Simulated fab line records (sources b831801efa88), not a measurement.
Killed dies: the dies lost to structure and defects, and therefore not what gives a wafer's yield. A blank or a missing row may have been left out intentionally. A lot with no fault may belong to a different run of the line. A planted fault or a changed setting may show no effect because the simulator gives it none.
Problem report, 8D (eight disciplines) form, completed by code    flow sky130    the parts of the form that need people (team, actions taken, sign-off) are left out

## 1. THE PROBLEM
SKY_PAD_OPEN_PROBE_99, killed_at_M4_up: mean 101.5 on 2 wafers (1 lot); fault-free wafers 3.1, standard deviation 1.7. Relative to the usual mean, that is a shift of +58 standard deviations.
The first sign was on wafer L941.3 at day 49 04:02, on prober-02. The record has a number at this step for 36 wafers belonging to 12 lots. By rule, "out" or "out of limits" means more than 4 standard deviations away from the usual mean. Any other wafer with a number is counted as sound.

## 2. WHAT IT IS, AND WHAT IT ISN'T
question                     is                                                                                                    is not
which readings at this step  killed_at_M4_up, defect limited yield, killed dies, sort_bin_5_function, sort n pass, sort yield pct  killed_at_M0_to_M3, killed at contacts, killed at front end, killed at other, killed open, killed short
which lots                   L941                                                                                                  L928, L929, L930, L931, L932, L933, L934, L942, L943, L945, L950
which wafers of those lots   L941.3, L941.6                                                                                        L941.1
read on which tools          prober-02                                                                                             prober-01
when                         from day 49 04:02                                                                                     up to then (22 sound wafers); but 12 sound wafers of L942, L943, L945, L950 came after

## 3. THE SUSPECTS, EACH WITH WHAT RULES IT OUT
Counting: any tool at a process step up to the reading remains a suspect provided it ran every lot that is out. Sound lots after the first of them don't rule it out here, since some wafers of a struck lot are sound.
- cmp-02 at SKY_VIA4_CMP_02 (polishes SiO2): kept. L941, the lot that is out, went through it at day 45 15:28; up to then, the latest sound lot through it was L934 at day 43 21:25.
- cmp-02 at SKY_VIA4_CMP_21 (polishes, stops on SiO2, t overpolish 25 s, target thk 0 nm): kept. L941, the lot that is out, went through it at day 46 14:22; up to then, the latest sound lot through it was L932 at day 44 12:58.
- pvd sputter-03 at SKY_METAL5_SPUTTER_04 (material TiN, target thk 70 nm, time 58.3 s): kept. L941, the lot that is out, went through it at day 46 14:47; up to then, the latest sound lot through it was L931 at day 44 09:26.
- prober-02 at SKY_PAD_OPEN_PROBE_99: kept. L941, the lot that is out, went through it at day 49 03:56; up to then, the latest sound lot through it was L934 at day 47 16:37. On those wafers its own readings are out: defect limited yield, killed_at_M4_up, killed dies, sort_bin_5_function, sort n pass, sort yield pct.
- The sound lot-mates ran in chamber 3 of cmp-02 at SKY_VIA4_CMP_02, but the wafers that are out ran in chamber 0.
- The sound lot-mates ran in chamber 3 of cmp-02 at SKY_VIA4_CMP_21, but the wafers that are out ran in chamber 1.
Left after counting: cmp-02 at SKY_VIA4_CMP_02, cmp-02 at SKY_VIA4_CMP_21, pvd sputter-03 at SKY_METAL5_SPUTTER_04, prober-02 at SKY_PAD_OPEN_PROBE_99.

## 4. THE CAUSE (what the simulator had put in)
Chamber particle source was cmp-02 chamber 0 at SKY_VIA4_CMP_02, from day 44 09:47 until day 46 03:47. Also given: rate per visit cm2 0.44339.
After counting, 4 suspects remain, this tool included.

## 5. THE EFFECT CHAIN, in route order
Each row: a reading whose mean over the struck wafers that have a number lies more than 3 standard deviations from the usual. Readings are gone through only where the record gives a usual standard deviation; hours: the median, over the lots, of the time from a lot's start at the first step in this table giving one to that lot's start at this step; sigmas: the change measured in usual standard deviations.
hours  step                   reading               usual   on struck wafers  change  sigmas
0      SKY_PAD_OPEN_PROBE_99  defect limited yield  83.0 %  65.2              -17.8   -8.9
0      SKY_PAD_OPEN_PROBE_99  killed_at_M4_up       3.1     101.5             +98.4   +58
0      SKY_PAD_OPEN_PROBE_99  killed dies           84      172               +88     +8.8
0      SKY_PAD_OPEN_PROBE_99  killed on rim         16      30                +14     +3.6
0      SKY_PAD_OPEN_PROBE_99  sort_bin_5_function   10.1 %  21.2              +11.2   +8.0
0      SKY_PAD_OPEN_PROBE_99  sort_bin_6_memory     6.1 %   11.6              +5.5    +4.6
0      SKY_PAD_OPEN_PROBE_99  sort n pass           408     320               -88     -8.8
0      SKY_PAD_OPEN_PROBE_99  sort yield pct        83.0 %  65.2              -17.8   -8.9
The process steps in it:
- SKY_PAD_OPEN_PROBE_99

## 6. WHAT WOULD HAVE CAUGHT IT SOONER
In this record no reading fell out of limits until day 49 04:02, 114 hours after the fault had begun at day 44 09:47.
No tool reading at SKY_VIA4_CMP_02 that has a usual standard deviation in the record was out on any struck wafer, so an alarm limit of 4 standard deviations on those readings would not have fired.
Each of the lots that are out, 1 in all, had begun SKY_VIA4_CMP_02 on cmp-02 no later than day 49 04:02. None of them would have been spared by holding the tool at that moment.
